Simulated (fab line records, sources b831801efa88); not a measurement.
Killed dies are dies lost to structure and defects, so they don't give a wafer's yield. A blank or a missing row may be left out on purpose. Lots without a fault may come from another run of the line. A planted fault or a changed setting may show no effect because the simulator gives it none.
A struck lot beside a sound one | flow sky130 | 43 steps out of a route of 708
Sound: wafers L559.4, L559.5, L559.6. Struck: wafers L571.2, L571.4, L571.5. The cause comes at the end.
At each step with rows: each side's tool, then ch and its chambers, then its first start. Under that, the readings that differ: sound wafers | struck wafers | difference of the means | sigmas: that difference in standard deviations of wafers without a fault.
alike: readings whose means differ by less than 2 such deviations, and words and numbers that are the same on both sides. not compared: withheld readings, readings that some wafer has no value for, bounds like >300 that may hide the same value, and numbers for which the record gives no deviation and whose values overlap.
The two part at a step that has a row with sigmas, a row that says differs or no value, or rows on one side only. Numbers that don't overlap but have no deviation are shown without sigmas and don't part them. A reading that every wafer of one side lacks parts them only if that side has two wafers or more.

SKY_GATE_OXIDE_TW_MEAS_14:
  sound on film_metro-03, day 14 05:28; struck on film_metro-02, day 18 08:49
  alike: GATE_OXIDE_TW
then, 3 steps without rows for these wafers: SKY_GATE_OXIDE_CLEAN_15 (cleans in SC1/SC2, time 150 s); SKY_GATE_OXIDE_OXIDATION_16 (stabilise 600 s, purge 300 s, target thk 3.57 nm); SKY_POLY_GATE_CVD_00 (deposits poly-Si, target thk 180 nm, time 720 s).
SKY_POLY_GATE_THK_MEAS_01:
  sound on film_metro-04, day 14 09:38; struck on film_metro-03, day 18 14:12
  reading                   | sound             | struck            | difference | sigmas
  POLY_GATE_CVD_00_THK (nm) | 176.3 176.5 177.2 | 179.7 179.9 181.5 | +3.7       | +3
then, 7 steps without rows for these wafers: SKY_RES_PROTECT_DEHYDRATE_00 (time 60 s); SKY_RES_PROTECT_HMDS_01 (prime time 60 s); SKY_RES_PROTECT_COAT_02 (resist thk 1140 nm); SKY_RES_PROTECT_SOFTBAKE_03 (time 60 s); SKY_RES_PROTECT_EXPOSE_04 (exposes mask RPM, target cd 1270 nm); SKY_RES_PROTECT_PEB_05; SKY_RES_PROTECT_DEVELOP_06 (develop time 60 s).
SKY_POLY_GATE_IMPLANT_02:
  sound on implanter-04 ch 0, day 15 12:42; struck on implanter-02 ch 0, day 19 21:12
  reading                          | sound                      | struck                     | difference | sigmas
  end_station_pressure_torr (Torr) | 1.25e-05 1.29e-05 1.17e-05 | 1.08e-05 1.12e-05 1.03e-05 | -1.60e-06  | -2
  alike: beam_on_s
SKY_RES_PROTECT_STRIP_07: strips in O2/N2.
  sound on plasma_asher-02 ch 0,1, day 15 12:49; struck on plasma_asher-02 ch 0,1, day 19 21:19
  reading                      | sound             | struck            | difference | sigmas
  strip_time_to_endpoint_s (s) | 23.28 23.29 23.25 | 23.39 23.35 23.37 | +0.10      | +2
  alike: chamber_pressure_mTorr, drypump_motor_current_A, oes_product_au
  not compared: rf_hours_counter_h
SKY_RES_PROTECT_TW_MEAS_08:
  sound on film_metro-04, day 15 12:54; struck on film_metro-04, day 19 21:26
  alike: POLY_GATE_TW
then, 2 steps without rows for these wafers: SKY_RES_PROTECT_CLEAN_09 (cleans in SC1/SC2, time 150 s); SKY_POLY_GATE_CVD_03 (deposits Si3N4 from DCS/NH3, target thk 75 nm, time 1290 s).
SKY_POLY_GATE_THK_MEAS_04:
  sound on film_metro-01, day 15 15:33; struck on film_metro-01, day 19 22:55
  alike: POLY_GATE_CVD_03_THK
then, 8 steps without rows for these wafers: SKY_POLY_GATE_DEHYDRATE_05 (time 60 s); SKY_POLY_GATE_HMDS_06 (prime time 60 s); SKY_POLY_GATE_COAT_07 (resist thk 110 nm); SKY_POLY_GATE_COAT_08 (resist thk 450 nm); SKY_POLY_GATE_SOFTBAKE_09 (time 90 s); SKY_POLY_GATE_EXPOSE_10 (exposes mask P1M, target cd 150 nm); SKY_POLY_GATE_PEB_11; SKY_POLY_GATE_DEVELOP_12 (develop time 60 s).
SKY_POLY_GATE_CD_MEAS_13: target cd 150 nm.
  sound on cd_sem-02, day 16 20:10; struck on cd_sem-01, day 21 04:47
  alike: cd_nm
SKY_POLY_GATE_OVL_MEAS_14:
  sound on overlay-01, day 16 20:14; struck on overlay-02, day 21 04:53
  alike: POLY_GATE_OVL
SKY_POLY_GATE_ETCH_15: etches BARC in N2/H2, stops on SiO2, time 118.5 s, target depth 110 nm.
  sound on rie_diel-02 ch 0,1,2, day 16 20:16; struck on rie_diel-02 ch 2,3, day 21 04:55
  alike: chamber_pressure_mTorr, drypump_motor_current_A, oes_product_au, throttle_valve_pct
  not compared: rf_hours_counter_h
SKY_POLY_GATE_ETCH_16: etches Si3N4 in CH3F/O2, stops on poly-Si, time 147.5 s, target depth 75 nm.
  sound on rie_diel-02 ch 0,1,2, day 16 20:20; struck on rie_diel-02 ch 2,3, day 21 05:01
  alike: chamber_pressure_mTorr, drypump_motor_current_A, oes_product_au, throttle_valve_pct
  not compared: rf_hours_counter_h
SKY_POLY_GATE_ETCH_17: etches poly-Si in HBr/Cl2, stops on SiO2, target depth 180 nm, time 70.5 s.
  sound on rie_si-02 ch 0,1,3, day 16 20:28; struck on rie_si-02 ch 0,1,3, day 21 05:07
  alike: chamber_pressure_mTorr, drypump_motor_current_A, oes_product_au, throttle_valve_pct
  not compared: rf_hours_counter_h
SKY_POLY_GATE_STRIP_18: strips in O2/N2.
  sound on plasma_asher-01 ch 0,1, day 16 20:32; struck on plasma_asher-03 ch 0, day 21 05:10
  alike: chamber_pressure_mTorr, drypump_motor_current_A, oes_product_au, strip_time_to_endpoint_s
  not compared: rf_hours_counter_h
then, 2 steps without rows for these wafers: SKY_POLY_GATE_CLEAN_19 (cleans in SC1/SC2, time 150 s); SKY_POLY_GATE_OXIDATION_20 (stabilise 600 s, purge 300 s, target thk 4 nm).
SKY_POLY_GATE_THK_MEAS_21:
  sound on film_metro-01, day 17 00:59; struck on film_metro-03, day 21 06:34
  alike: POLY_GATE_OXIDATION_THK
SKY_POLY_GATE_CD_MEAS_22:
  sound on cd_sem-01, day 17 01:06; struck on cd_sem-01, day 21 06:42
  alike: cd_nm
then, 6 steps without rows for these wafers: SKY_LDD_N_DEHYDRATE_00 (time 60 s); SKY_LDD_N_HMDS_01 (prime time 60 s); SKY_LDD_N_COAT_02 (resist thk 300 nm); SKY_LDD_N_SOFTBAKE_03 (time 60 s); SKY_LDD_N_EXPOSE_04 (exposes mask NTM, target cd 840 nm); SKY_LDD_N_PEB_05.
-- the record jumps here: 28 days lie between the struck wafers' starts before and after (it left off in module LDD_N and takes up again in module PAD_OPEN, whose first step shown is number 708 of the route) --
SKY_PAD_OPEN_PROBE_99:
  sound on prober-02, day 46 03:20; struck on prober-02, day 49 00:10
  reading                                           | sound                | struck               | difference | sigmas
  model.etest.diode_nwell_sub.leak_log10_a_cm2      | -7.501 -7.429 -7.312 | -5.811 -5.859 -5.873 | +1.566     |
  model.etest.diode_dnwell_sub.leak_log10_a_cm2     | -7.586 -7.43 -7.104  | -5.603 -6.038 -5.584 | +1.632     |
  model.etest.diode_pwell_dnwell.leak_log10_a_cm2   | -7.738 -7.429 -7.563 | -6.394 -6.103 -6.248 | +1.328     |
  model.etest.diode_ndiff_pwell_hv.leak_log10_a_cm2 | -6.75 -6.764 -6.792  | -5.743 -5.676 -5.96  | +0.976     |
  model.etest.diode_pdiff_nwell_hv.leak_log10_a_cm2 | -6.34 -6.668 -6.745  | -5.639 -5.77 -5.683  | +0.887     |
  model.etest.diode_ndiff_pwell.leak_log10_a_cm2    | -7.355 -7.248 -7.389 | -6.684 -6.874 -6.622 | +0.604     |
  model.etest.diode_pdiff_nwell.leak_log10_a_cm2    | -7.294 -7.25 -7.134  | -6.249 -6.477 -6.351 | +0.867     |
  model.etest.nfet_16v.off_log10_a_um               | -13.76 -13.82 -13.73 | -13.28 -13.29 -13.26 | +0.49      |
  alike: killed_at_M0_to_M3, killed_at_M4_up, killed_at_contacts, killed_at_front_end, killed_at_other, killed_dies, killed_on_rim, killed_open, killed_short

WHERE THEY PART
First at SKY_POLY_GATE_THK_MEAS_01; last, within this record, at SKY_RES_PROTECT_STRIP_07. Later steps at which nothing parts them and some readings are alike: SKY_RES_PROTECT_TW_MEAS_08, SKY_POLY_GATE_THK_MEAS_04, SKY_POLY_GATE_CD_MEAS_13, SKY_POLY_GATE_OVL_MEAS_14, SKY_POLY_GATE_ETCH_15, SKY_POLY_GATE_ETCH_16, SKY_POLY_GATE_ETCH_17, SKY_POLY_GATE_STRIP_18, SKY_POLY_GATE_THK_MEAS_21, SKY_POLY_GATE_CD_MEAS_22, SKY_PAD_OPEN_PROBE_99.

WHY: what the simulator had put in
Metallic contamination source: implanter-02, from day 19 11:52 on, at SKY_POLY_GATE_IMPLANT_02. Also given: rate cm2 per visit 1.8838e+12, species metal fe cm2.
